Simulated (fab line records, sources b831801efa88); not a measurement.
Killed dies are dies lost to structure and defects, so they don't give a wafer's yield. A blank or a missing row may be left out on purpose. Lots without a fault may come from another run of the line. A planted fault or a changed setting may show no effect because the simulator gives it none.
Which tool did it? | flow sky130 | 11 lots, 33 wafers sampled, at 6 steps of a route of 708

WHAT THE GAUGES READ, wafer by wafer
SKY_SONOS_ONO_OVL_MEAS_14. Usual: SONOS_ONO_OVL -0.3 nm, standard deviation 1.6.
lot  | measured     | on         | SONOS_ONO_OVL (nm) | flag
L496 | day 12 05:24 | overlay-01 | 1.7 1.2 2.4        |
L497 | day 13 00:48 | overlay-01 | 0.4 1.6 1.2        |
L500 | day 14 00:53 | overlay-01 | 1.4 0.1 -1.9       |
L499 | day 14 01:11 | overlay-01 | 0.7 1.3 -0.1       |
L501 | day 14 16:58 | overlay-02 | -0.9 -2.4 -2.1     |
L502 | day 15 07:10 | overlay-02 | -0.4 2.2 -0.3      |
L504 | day 15 17:34 | overlay-02 | -2.8 -1.7 -0.4     |
L503 | day 15 18:14 | overlay-02 | -1.8 -1.4 -1.9     |
L505 | day 15 20:18 | overlay-02 | -1.5 -1.5 -0.6     |
L506 | day 15 23:19 | overlay-01 | 2.3 2.5 3.2        |
L519 | day 20 20:40 | overlay-01 | -0.1 2.0 0.8       |

SKY_GATE_OXIDE_OVL_MEAS_10. Usual: GATE_OXIDE_OVL -0.6 nm, standard deviation 1.8.
lot  | measured     | on         | GATE_OXIDE_OVL (nm) | flag
L496 | day 13 08:41 | overlay-02 | -0.2 -0.5 -0.9      |
L497 | day 14 05:23 | overlay-02 | 0.6 -3.0 -1.0       |
L500 | day 15 03:35 | overlay-01 | 0.3 0.9 -0.2        |
L499 | day 15 05:02 | overlay-01 | 0.3 1.7 1.4         |
L501 | day 16 00:52 | overlay-02 | -0.8 -1.1 -2.0      |
L502 | day 16 14:58 | overlay-01 | 1.5 1.3 1.3         |
L504 | day 16 23:26 | overlay-02 | -3.9 -3.6 -1.1      |
L503 | day 17 00:23 | overlay-02 | -1.5 -0.6 -1.1      |
L505 | day 17 04:13 | overlay-02 | -1.0 -0.8 -2.8      |
L506 | day 17 05:20 | overlay-02 | -3.4 -2.5 -0.8      |
L519 | day 22 04:59 | overlay-01 | -1.3 -0.3 -0.4      |

SKY_SPACER_THK_MEAS_01. Usual: SPACER_CVD_00_THK 43.0 nm, standard deviation 0.35.
lot  | measured     | on            | SPACER_CVD_00_THK (nm) | flag
L496 | day 22 04:32 | film_metro-01 | 42.8 42.8 43.1         |
L497 | day 23 07:54 | film_metro-01 | 42.1 42.0 42.1         |
L500 | day 24 07:29 | film_metro-04 | 42.5 42.9 42.6         |
L499 | day 24 13:38 | film_metro-04 | 43.1 43.3 43.4         |
L501 | day 25 09:47 | film_metro-04 | 43.4 43.7 43.3         |
L502 | day 26 03:33 | film_metro-04 | 43.4 43.5 43.3         |
L504 | day 26 05:49 | film_metro-02 | 43.3 43.1 43.3         |
L503 | day 26 10:55 | film_metro-01 | 43.2 43.3 42.9         |
L505 | day 26 12:07 | film_metro-01 | 31.8 32.0 32.3         | OFF
L506 | day 26 14:24 | film_metro-01 | 31.6 31.9 31.9         | OFF
L519 | day 31 02:28 | film_metro-01 | 42.8 42.6 42.8         |

SKY_POLY_CUT_CD_MEAS_08: target cd 270 nm. Usual: cd_nm 270.3 nm, standard deviation 1.4.
lot  | measured     | on        | cd_nm (nm)        | flag
L496 | day 23 11:13 | cd_sem-02 | 271.8 271.7 272.6 |
L497 | day 24 13:40 | cd_sem-02 | 269.6 270.0 271.2 |
L500 | day 25 14:07 | cd_sem-01 | 269.1 270.0 268.8 |
L499 | day 25 20:26 | cd_sem-01 | 270.8 270.0 268.8 |
L501 | day 26 14:20 | cd_sem-01 | 272.8 272.4 270.9 |
L502 | day 27 08:22 | cd_sem-01 | 269.1 270.0 269.2 |
L504 | day 27 10:52 | cd_sem-02 | 270.8 271.5 270.2 |
L503 | day 27 16:14 | cd_sem-01 | 272.5 271.6 272.5 |
L505 | day 27 17:22 | cd_sem-02 | 270.2 268.7 268.7 |
L506 | day 27 19:22 | cd_sem-02 | 268.6 269.6 270.5 |
L519 | day 32 06:55 | cd_sem-01 | 271.0 270.3 270.8 |

WHICH TOOL RAN EACH LOT (tool, then ch and the chambers of the sampled wafers, then the start)
lot  | SKY_SPACER_CVD_00           | SKY_SPACER_ETCHBACK_02
L496 | lpcvd-02 ch 1, day 22 02:44 | rie_diel-01 ch 1,2,3, day 22 04:36
L497 | lpcvd-02 ch 0, day 23 06:41 | rie_diel-02 ch 0,2, day 23 07:58
L500 | lpcvd-02 ch 1, day 24 06:16 | rie_diel-02 ch 0,1, day 24 07:32
L499 | lpcvd-02 ch 0, day 24 12:26 | rie_diel-02 ch 0,1,3, day 24 13:42
L501 | lpcvd-02 ch 0, day 25 08:32 | rie_diel-02 ch 0,1,2, day 25 09:50
L502 | lpcvd-02 ch 1, day 26 02:20 | rie_diel-02 ch 0,2,3, day 26 03:37
L504 | lpcvd-02 ch 0, day 26 04:36 | rie_diel-04 ch 0,1, day 26 05:52
L503 | lpcvd-02 ch 0, day 26 09:43 | rie_diel-04 ch 1,3, day 26 10:59
L505 | lpcvd-02 ch 0, day 26 10:55 | rie_diel-01 ch 0,1,3, day 26 12:11
L506 | lpcvd-02 ch 1, day 26 13:10 | rie_diel-01 ch 0,2,3, day 26 14:26
L519 | lpcvd-02 ch 1, day 31 01:15 | rie_diel-01 ch 0,3, day 31 02:31
- SKY_SPACER_CVD_00: deposits Si3N4 from DCS/NH3, target thk 43.1 nm, time 740 s.
- SKY_SPACER_ETCHBACK_02: etches Si3N4 in CH3F/O2, stops on SiO2, time 46.7 s, target depth 45 nm.

WHAT THE TOOLS THEMSELVES READ (means of the sampled wafers that have a number; where no wafer has one, the mark that the record gives instead)
SKY_SPACER_CVD_00. Usual: spike_tc_bottom_C 790.4 C, standard deviation 1.5; spike_tc_centre_C 770.0 C, standard deviation 1; spike_tc_lower_C 770.2 C, standard deviation 0.93; spike_tc_top_C 785.3 C, standard deviation 1.6; spike_tc_upper_C 770.2 C, standard deviation 0.93; susceptor_temp_C 769.9 C, standard deviation 0.31.
lot  | tool     | spike_tc_bottom_C (C) | spike_tc_centre_C (C) | spike_tc_lower_C (C) | spike_tc_top_C (C) | spike_tc_upper_C (C) | susceptor_temp_C (C) | flag
L496 | lpcvd-02 | 789.5                 | 770.6                 | 770.2                | 786.8              | 770.2                | 769.9                |
L497 | lpcvd-02 | 792.4                 | 770.8                 | 769.9                | 783.1              | 770.0                | 769.9                |
L500 | lpcvd-02 | 789.3                 | 769.4                 | 769.2                | 786.6              | 770.4                | 769.7                |
L499 | lpcvd-02 | 791.8                 | 770.1                 | 769.5                | 783.9              | 770.8                | 769.9                |
L501 | lpcvd-02 | 792.8                 | 770.3                 | 770.4                | 784.6              | 770.1                | 769.6                |
L502 | lpcvd-02 | 789.4                 | 770.1                 | 770.2                | 785.3              | 770.7                | 769.6                |
L504 | lpcvd-02 | 792.0                 | 771.7                 | 770.2                | 783.7              | 770.8                | 770.1                |
L503 | lpcvd-02 | 792.3                 | 770.2                 | 771.2                | 784.0              | 770.6                | 769.9                |
L505 | lpcvd-02 | 777.6                 | 754.4                 | 755.0                | 768.6              | 754.7                | 754.5                | OFF
L506 | lpcvd-02 | 775.0                 | 754.4                 | 755.1                | 773.0              | 754.9                | 755.4                | OFF
L519 | lpcvd-02 | 789.1                 | 770.0                 | 771.0                | 785.5              | 769.5                | 770.2                |

SKY_SPACER_ETCHBACK_02. Usual: drypump_motor_current_A 5.7 A, standard deviation 0.54; oes_product_au 0.854 a.u., standard deviation 0.0058; throttle_valve_pct 10.563 %, standard deviation 0.0096.
lot  | tool        | drypump_motor_current_A (A) | oes_product_au (a.u.) | throttle_valve_pct (%) | flag
L496 | rie_diel-01 | 6.1                         | 0.855                 | 10.573                 |
L497 | rie_diel-02 | 4.7                         | 0.843                 | 10.554                 |
L500 | rie_diel-02 | 4.9                         | 0.851                 | 10.552                 |
L499 | rie_diel-02 | 5.1                         | 0.855                 | 10.564                 |
L501 | rie_diel-02 | 4.8                         | 0.860                 | 10.570                 |
L502 | rie_diel-02 | 5.0                         | 0.859                 | 10.565                 |
L504 | rie_diel-04 | 5.9                         | 0.859                 | 10.559                 |
L503 | rie_diel-04 | 5.6                         | 0.854                 | 10.568                 |
L505 | rie_diel-01 | 6.0                         | 0.733                 | 10.541                 | OFF
L506 | rie_diel-01 | 6.2                         | 0.731                 | 10.559                 | OFF
L519 | rie_diel-01 | 6.1                         | 0.852                 | 10.565                 |

THE ANSWER, worked out from the rows above alone
Rule: a lot is off if the mean of its wafers that have a number lies more than 3 standard deviations from the usual mean. A lot without any number at a reading at which 4 lots or more have one is off too. The other lots that the step has rows for count as sound. The gauges are gone through in route order, then the tools' own readings, and for those a lot's mean is taken as printed above. The first step at which some lot is off is used, and at that step the reading that is off furthest; a lot without a number counts as furthest.
Off: L505, L506, at SKY_SPACER_THK_MEAS_01 (SPACER_CVD_00_THK).
A tool fits if, at a process step before that reading, it ran every lot that is off, and no sound lot after the first of them. The gauges at SKY_SPACER_THK_MEAS_01 aren't tried: what is off there is off at SKY_SPACER_CVD_00 too, on other tools, and a gauge's error can't cause that. None of those tried fits.

WHAT THE SIMULATOR HAD PUT IN
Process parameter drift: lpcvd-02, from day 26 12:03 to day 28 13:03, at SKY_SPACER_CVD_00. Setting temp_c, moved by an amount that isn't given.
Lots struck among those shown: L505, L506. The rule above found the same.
